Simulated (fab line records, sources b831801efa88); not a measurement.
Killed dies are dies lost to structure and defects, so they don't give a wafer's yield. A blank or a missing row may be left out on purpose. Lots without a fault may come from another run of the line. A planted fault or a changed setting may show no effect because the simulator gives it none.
A struck lot beside a sound one | flow sky130 | 37 steps out of a route of 708
Sound: wafers L179.2, L179.5, L179.6. Struck: wafers L186.1, L186.2, L186.5. The cause comes at the end.
At each step with rows: each side's tool, then ch and its chambers, then its first start. Under that, the readings that differ: sound wafers | struck wafers | difference of the means | sigmas: that difference in standard deviations of wafers without a fault.
alike: readings whose means differ by less than 2 such deviations, and words and numbers that are the same on both sides. not compared: withheld readings, readings that some wafer has no value for, bounds like >300 that may hide the same value, and numbers for which the record gives no deviation and whose values overlap.
The two part at a step that has a row with sigmas, a row that says differs or no value, or rows on one side only. Numbers that don't overlap but have no deviation are shown without sigmas and don't part them. A reading that every wafer of one side lacks parts them only if that side has two wafers or more.

first, 10 steps without rows for these wafers: SKY_DNWELL_DEVELOP_06 (develop time 60 s); SKY_DNWELL_IMPLANT_07; SKY_DNWELL_STRIP_08 (strips in O2/N2); SKY_PWDE_DEHYDRATE_00 (time 60 s); SKY_PWDE_HMDS_01 (prime time 60 s); SKY_PWDE_COAT_02 (resist thk 3000 nm); SKY_PWDE_SOFTBAKE_03; SKY_PWDE_EXPOSE_04 (exposes mask PWDEM, target cd 840 nm); SKY_PWDE_PEB_05; SKY_PWDE_DEVELOP_06 (develop time 60 s).
SKY_PWDE_IMPLANT_08:
  sound on implanter-02 ch 0, day 4 08:02; struck on implanter-02 ch 0, day 6 05:29
  alike: end_station_pressure_torr
then, 1 step without rows for these wafers: SKY_PWDE_STRIP_09 (strips in O2/N2).
SKY_PWDE_TW_MEAS_10:
  sound on film_metro-03, day 4 08:17; struck on film_metro-03, day 6 05:49
  reading | sound       | struck      | difference | sigmas
  PWDE_TW | 373 371 373 | 457 459 458 | +86        | +19
then, 22 steps without rows for these wafers: SKY_NWELL_DEHYDRATE_03 (time 60 s); SKY_NWELL_HMDS_04 (prime time 60 s); SKY_NWELL_COAT_05 (resist thk 3000 nm); SKY_NWELL_SOFTBAKE_06; SKY_NWELL_EXPOSE_07 (exposes mask NWM, target cd 840 nm); SKY_NWELL_PEB_08; SKY_NWELL_DEVELOP_09 (develop time 60 s); SKY_NWELL_IMPLANT_11; SKY_NWELL_IMPLANT_12; SKY_NWELL_IMPLANT_13; SKY_NWELL_STRIP_14 (strips in O2/N2); SKY_NWELL_DEHYDRATE_16 (time 60 s); SKY_NWELL_HMDS_17 (prime time 60 s); SKY_NWELL_COAT_18 (resist thk 3000 nm); SKY_NWELL_SOFTBAKE_19; SKY_NWELL_EXPOSE_20 (exposes mask NWM COMPLEMENT, target cd 840 nm); SKY_NWELL_PEB_21; SKY_NWELL_DEVELOP_22 (develop time 60 s); SKY_NWELL_IMPLANT_24; SKY_NWELL_STRIP_25 (strips in O2/N2); SKY_NWELL_CLEAN_27 (cleans in SC1/SC2, time 150 s); SKY_NWELL_RTA_28 (time 30 s).
SKY_NWELL_RS_MEAS_31: measures by four-point-probe.
  sound on film_metro-04, day 5 21:22; struck on film_metro-03, day 7 19:52
  reading          | sound          | struck         | difference | sigmas
  PWDE_RS (ohm/sq) | 5263 5286 5275 | 3118 3109 3122 | -2158      | -99 or more
-- the record jumps here: 41 days lie between the struck wafers' starts before and after (it left off in module NWELL and takes up again in module PAD_OPEN, whose first step shown is number 708 of the route) --
SKY_PAD_OPEN_PROBE_99:
  sound on prober-01, day 46 08:46; struck on prober-02, day 48 08:31
  reading                                   | sound                         | struck         | difference | sigmas
  model.etest.res_p_drift_20v.line_ohm_um   | 1.167e+04 1.097e+04 1.133e+04 | 6243 6715 6334 | -4893      |
  model.etest.res_p_drift_20v.rs_ohm_sq     | 9676 9043 9364                | 5254 5664 5227 | -3979      |
  model.etest.res_pwde_under_gate.rs_ohm_sq | 6178 6237 6161                | 3332 3307 3313 | -2875      |
  alike: killed_at_M0_to_M3, killed_at_M4_up, killed_at_contacts, killed_at_front_end, killed_at_other, killed_dies, killed_on_rim, killed_open, killed_short

WHERE THEY PART
First at SKY_PWDE_TW_MEAS_10; last, within this record, at SKY_NWELL_RS_MEAS_31. Later steps at which nothing parts them and some readings are alike: SKY_PAD_OPEN_PROBE_99.

WHY: what the simulator had put in
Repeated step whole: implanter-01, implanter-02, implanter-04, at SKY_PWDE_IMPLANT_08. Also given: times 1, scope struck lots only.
